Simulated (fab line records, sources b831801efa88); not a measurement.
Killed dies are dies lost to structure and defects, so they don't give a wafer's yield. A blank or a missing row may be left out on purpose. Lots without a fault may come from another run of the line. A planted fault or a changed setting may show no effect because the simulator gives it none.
Which tool did it? | flow sky130 | 6 lots, 18 wafers sampled, at 2 steps of a route of 708

WHAT THE GAUGES READ, wafer by wafer
SKY_LOCAL_INTERCONNECT_CD_MEAS_11: target cd 170 nm.
lot  | measured     | on        | cd_nm (nm)
L382 | day 30 20:13 | cd_sem-02 | 168.6 169.0 167.7
L386 | day 32 04:47 | cd_sem-02 | 166.6 168.6 122.5
L394 | day 34 15:03 | cd_sem-02 | 169.9 169.6 168.2
L396 | day 35 11:14 | cd_sem-02 | 167.8 168.0 167.1
L399 | day 36 00:26 | cd_sem-01 | 168.0 171.0 169.0
L401 | day 36 19:28 | cd_sem-01 | 170.6 169.2 169.9

WHICH TOOL RAN EACH LOT (tool, then ch and the chambers of the sampled wafers, then the start)
lot  | SKY_LOCAL_INTERCONNECT_EXPOSE_08
L382 | krf_scanner-02 ch 0, day 30 06:07
L386 | krf_scanner-02 ch 0, day 31 15:25
L394 | krf_scanner-01 ch 0, day 34 01:37
L396 | krf_scanner-01 ch 0, day 34 22:14
L399 | krf_scanner-01 ch 0, day 35 12:11
L401 | krf_scanner-02 ch 0, day 36 06:33
- SKY_LOCAL_INTERCONNECT_EXPOSE_08: exposes mask LI1M, target cd 170 nm.

THE ANSWER, worked out from the rows above alone
Rule: what is usual is taken from the lots themselves. Put in order of their means at a reading, lots are off if they are a third of the lots or fewer, leave a main group of 4 or more, and stand apart from it by a gap of 3 or more times the standard deviation of the main group's means; of several such gaps the widest counts. A main group whose means are all the same, to the digits that the tables above print for the reading, isn't used. A lot without any number at a reading at which 4 lots or more have one is off too. The other lots that the step has rows for count as sound.
Off: L386, at SKY_LOCAL_INTERCONNECT_CD_MEAS_11 (cd_nm). The main group: mean 168.9 nm, standard deviation 0.79.
A tool fits if, at a process step before that reading, it ran every lot that is off, and no sound lot after the first of them. The gauges at SKY_LOCAL_INTERCONNECT_CD_MEAS_11 are tried like those tools. None of those tried fits.

WHAT THE SIMULATOR HAD PUT IN
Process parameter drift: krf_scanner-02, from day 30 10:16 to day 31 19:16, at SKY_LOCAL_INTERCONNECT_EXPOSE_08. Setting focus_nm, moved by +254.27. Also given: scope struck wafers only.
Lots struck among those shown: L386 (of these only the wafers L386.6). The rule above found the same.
